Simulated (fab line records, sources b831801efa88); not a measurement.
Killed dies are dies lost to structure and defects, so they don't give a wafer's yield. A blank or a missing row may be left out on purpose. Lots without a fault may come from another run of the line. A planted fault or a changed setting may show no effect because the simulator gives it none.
A struck lot beside a sound one | flow gf180mcu | 14 steps out of a route of 602
Sound: wafers L904.1, L904.5, L904.6. Struck: wafers L909.1, L909.2, L909.5. The cause comes at the end.
At each step with rows: each side's tool, then ch and its chambers, then its first start. Under that, the readings that differ: sound wafers | struck wafers | difference of the means | sigmas: that difference in standard deviations of wafers without a fault.
alike: readings whose means differ by less than 2 such deviations, and words and numbers that are the same on both sides. not compared: withheld readings, readings that some wafer has no value for, bounds like >300 that may hide the same value, and numbers for which the record gives no deviation and whose values overlap.
The two part at a step that has a row with sigmas, a row that says differs or no value, or rows on one side only. Numbers that don't overlap but have no deviation are shown without sigmas and don't part them. A reading that every wafer of one side lacks parts them only if that side has two wafers or more.

first, 1 step without rows for these wafers: GF_CONTACT_CVD_00 (deposits SiO2, target thk 300 nm, time 50 s).
GF_CONTACT_THK_MEAS_01:
  sound on film_metro-02, day 15 22:05; struck on film_metro-04, day 17 19:05
  alike: CONTACT_CVD_00_THK
GF_CONTACT_CVD_02: deposits SiO2 from TEOS, target thk 860 nm, time 95.992 s.
  sound on pecvd-01 ch 1,2, day 15 22:08; struck on pecvd-02 ch 0,1,2, day 17 19:09
  alike: heater_power_w
GF_CONTACT_THK_MEAS_03:
  sound on film_metro-01, day 15 22:13; struck on film_metro-04, day 17 19:13
  alike: CONTACT_CVD_02_THK
GF_CONTACT_CMP_04: polishes SiO2.
  sound on cmp-01 ch 1,2,3, day 15 22:34; struck on cmp-02 ch 0,2,3, day 17 19:20
  alike: motor_current_A, slurry_flow_ml_min, time_to_endpoint_s
GF_CONTACT_BOW_MEAS_05:
  sound on film_metro-04, day 15 22:43; struck on film_metro-02, day 17 19:35
  alike: CONTACT_BOW
then, 6 steps without rows for these wafers: GF_CONTACT_DEHYDRATE_06 (time 60 s); GF_CONTACT_HMDS_07 (prime time 60 s); GF_CONTACT_COAT_08; GF_CONTACT_COAT_09 (resist thk 1000 nm); GF_CONTACT_SOFTBAKE_10 (time 60 s); GF_CONTACT_EXPOSE_11 (exposes mask Contact, target cd 220 nm).
GF_CONTACT_PEB_12: peb time 90 s.
  sound on litho_track-03 ch 0, day 16 21:13; struck on litho_track-02, day 18 20:12
  no value came back on the struck wafers for chill_plate_temp_C (C), exhaust_pa (Pa), plate_temp_C (C); on the sound wafers chill_plate_temp_C (C) reads 23.08 23.06 23.14
then, 1 step without rows for these wafers: GF_CONTACT_DEVELOP_13 (develop time 60 s).

WHERE THEY PART
Only at GF_CONTACT_PEB_12, within this record.

WHY: what the simulator had put in
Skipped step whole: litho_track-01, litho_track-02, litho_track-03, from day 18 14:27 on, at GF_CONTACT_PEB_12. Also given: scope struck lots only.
